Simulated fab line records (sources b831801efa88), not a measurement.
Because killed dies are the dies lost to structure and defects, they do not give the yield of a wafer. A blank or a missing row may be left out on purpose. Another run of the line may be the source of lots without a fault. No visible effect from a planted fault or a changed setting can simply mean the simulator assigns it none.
The tool behind it: which one? ; flow sfq_line ; Sampling: 14 lots, 41 wafers, 2 of 325 route steps

## WHAT EACH GAUGE READ, for each wafer
The record holds no reading of a measuring or inspecting step that can be judged against a usual standard deviation.

## WHICH TOOL RAN EACH LOT (tool, then ch and the chambers of the sampled wafers, then the start)
lot;SFQ_TRILAYER_I7_VIA_LITHO_COAT_192;SFQ_TRILAYER_I7_VIA_BARC_OPEN_VIA_ETCH_260
L835;litho_track-01 ch 0, day 75 06:46;rie_diel-04 ch 0,2, day 79 00:11
L836;litho_track-02 ch 0, day 75 08:27;rie_diel-03 ch 2,3, day 79 04:59
L837;litho_track-04 ch 0, day 75 10:51;rie_diel-01 ch 0,1,3, day 79 09:47
L839;litho_track-01 ch 0, day 75 20:22;rie_diel-01 ch 0,2,3, day 79 20:42
L840;litho_track-04 ch 0, day 76 12:07;rie_diel-03 ch 1,2,3, day 80 13:31
L841;litho_track-04 ch 0, day 76 23:32;rie_diel-01 ch 0,1,3, day 81 01:30
L842;litho_track-02 ch 0, day 78 13:31;rie_diel-04 ch 1,2,3, day 82 13:30
L845;litho_track-01 ch 0, day 86 18:16;rie_diel-01 ch 1,2,3, day 90 00:06
L846;litho_track-01 ch 0, day 86 19:49;rie_diel-04 ch 1,2,3, day 90 08:10
L847;litho_track-02 ch 0, day 86 21:16;rie_diel-01 ch 0,1,2, day 90 10:34
L848;litho_track-01 ch 0, day 87 01:49;rie_diel-04 ch 0,1,2, day 90 18:58
L853;litho_track-01 ch 0, day 87 19:55;rie_diel-04 ch 0,1,3, day 91 15:14
L854;litho_track-01 ch 0, day 87 22:16;rie_diel-01 ch 1,3, day 91 18:50
L856;litho_track-02 ch 0, day 88 06:37;rie_diel-04 ch 0,1,2, day 92 01:23
- SFQ_TRILAYER_I7_VIA_LITHO_COAT_192: resist thk 62 nm.
- SFQ_TRILAYER_I7_VIA_BARC_OPEN_VIA_ETCH_260: etches BARC in O2, target depth 125 nm, time 41.7 s.

## AS READ BY THE TOOLS THEMSELVES (means over the sampled wafers that have a number; for cases with no such wafer, the mark the record gives instead)
SFQ_TRILAYER_I7_VIA_BARC_OPEN_VIA_ETCH_260.
lot;tool;drypump_motor_current_A (A);oes_product_au (a.u.)
L835;rie_diel-04;5.0;0.685
L836;rie_diel-03;5.4;0.691
L837;rie_diel-01;5.5;0.693
L839;rie_diel-01;5.8;0.682
L840;rie_diel-03;5.5;0.685
L841;rie_diel-01;5.5;0.687
L842;rie_diel-04;5.4;0.684
L845;rie_diel-01;5.7;0.680
L846;rie_diel-04;5.4;0.690
L847;rie_diel-01;5.7;0.685
L848;rie_diel-04;5.3;0.684
L853;rie_diel-04;5.4;0.672
L854;rie_diel-01;5.4;0.670
L856;rie_diel-04;5.3;0.693

## THE ANSWER, worked out from the rows above alone
Rule: the usual values come from the lots themselves. Put in order of their means at a reading, lots are off if they are a third of the lots or fewer, leave a main group of 4 or more, and stand apart from it by a gap of 3 or more times the standard deviation of the main group's means; of several such gaps the widest counts. A main group is skipped when, at the precision printed for the reading in the tables above, its means are all equal. A lot without any number at a reading at which 4 lots or more have one is off too. All remaining lots with rows at the step are treated as sound. After the gauges, taken in route order, come the tools' own readings; for these a lot's mean is taken, as printed above. At the first step where some lot is off, the reading lying furthest off is the one used; lots without a number count as furthest.
No lot is off on any of the readings shown, so nothing can be concluded from this.

## WHAT THE SIMULATOR HAD INSERTED
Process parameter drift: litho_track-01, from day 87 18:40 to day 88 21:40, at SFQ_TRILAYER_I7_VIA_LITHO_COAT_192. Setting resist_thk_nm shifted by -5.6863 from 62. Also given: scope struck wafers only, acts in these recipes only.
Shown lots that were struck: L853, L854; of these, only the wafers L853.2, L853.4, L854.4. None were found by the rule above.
